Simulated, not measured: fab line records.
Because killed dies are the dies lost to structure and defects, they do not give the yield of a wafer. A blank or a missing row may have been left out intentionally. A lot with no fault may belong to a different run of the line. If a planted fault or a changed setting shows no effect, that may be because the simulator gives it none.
The same fault as seen by 2 desks | flow gf180mcu | what lay behind the numbers comes last; until then each desk has only its own

## AT THE TOOL OWNER'S DESK: implanter-01
GF_NWELL_IMPLANT_08, tool's own readings: per-lot mean of the sampled wafers with a number, covering each lot this tool ran. If a lot's mean is further than 4 standard deviations from the usual mean, the lot is out of limits and carries the mark OUT (the distance appears in the brackets).
Columns: A = beam-on-s at GF_NWELL_IMPLANT_08, usual 10.00 s; B = dose-ions-cm2 at GF_NWELL_IMPLANT_08, usual 1.4999e+13; C = faraday-current-uA at GF_NWELL_IMPLANT_08, usual 84.6
lot  | first seen here | A                       | B                            | C
L634 | day 5 09:02     | 10.03                   | 1.5000e+13                   | 84.3
L635 | day 5 12:58     | 9.90                    | 1.5004e+13                   | 85.4
L637 | day 6 00:10     | 10.24                   | 1.4996e+13                   | 82.6
L639 | day 6 10:53     | 46.65 (+99 or more) OUT | 9.9820e+13 (+99 or more) OUT | 120.5 (+21) OUT
L642 | day 7 03:53     | 46.19 (+99 or more) OUT | 9.9850e+13 (+99 or more) OUT | 121.7 (+22) OUT
This desk's finding: out of limits on L639, L642; first on L639, day 6 10:53 (beam-on-s at GF_NWELL_IMPLANT_08). Within limits: L634, L635, L637.

## FROM THE METROLOGY DESK
What the gauges read, lot by lot, whatever tool the lot ran on: means of the sampled wafers that have a number. If a lot's mean is further than 4 standard deviations from the usual mean, the lot is out of limits and carries the mark OUT (the distance appears in the brackets).
Columns: A = NWELL_TW at GF_NWELL_TW_MEAS_11, usual 1561; B = NWELL_RS at GF_VT_IMPLANT_RS_MEAS_47, usual 487.7 ohm/sq
lot  | first seen here | A                      | B
L625 | day 3 07:20     | 1570                   | 488.6
L627 | day 3 19:28     | 1570                   | 484.8
L630 | day 4 10:35     | 1553                   | 488.5
L631 | day 4 16:50     | 1552                   | 489.3
L632 | day 4 20:04     | 1571                   | 488.3
L634 | day 5 09:26     | 1545                   | 487.9
L635 | day 5 13:22     | 1560                   | 489.0
L637 | day 6 00:34     | 1564                   | 489.7
L639 | day 6 11:17     | 2767 (+99 or more) OUT | 207.5 (-99 or more) OUT
L640 | day 6 18:00     | 1556                   | 487.5
L642 | day 7 04:17     | 2721 (+97) OUT         | 207.8 (-99 or more) OUT
L648 | day 8 15:08     | 1577                   | 485.0
This desk reports L639, L642 out of limits; the earliest was L639 at day 6 11:17 (NWELL_TW at GF_NWELL_TW_MEAS_11). Within limits: L625, L627, L630, L631, L632, L634, L635, L637, L640, L648.

## BROUGHT TOGETHER
At day 6 10:53, on L639, L642, the tool owner's desk was in a position to raise an alarm.
The metrology desk could have raised an alarm at day 6 11:17, on L639, L642.
All the named lots went through GF_NWELL_IMPLANT_08 on implanter-01.

## WHAT THE SIMULATOR HAD PUT IN
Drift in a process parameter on implanter-01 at GF_NWELL_IMPLANT_08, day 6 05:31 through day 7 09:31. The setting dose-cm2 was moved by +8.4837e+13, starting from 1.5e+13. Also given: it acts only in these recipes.
Struck lots among those shown: L639, L642.
Delay (hours) between the fault's onset and each desk's first out-of-limits reading: 5 at the tool owner's desk, 6 at the metrology desk.
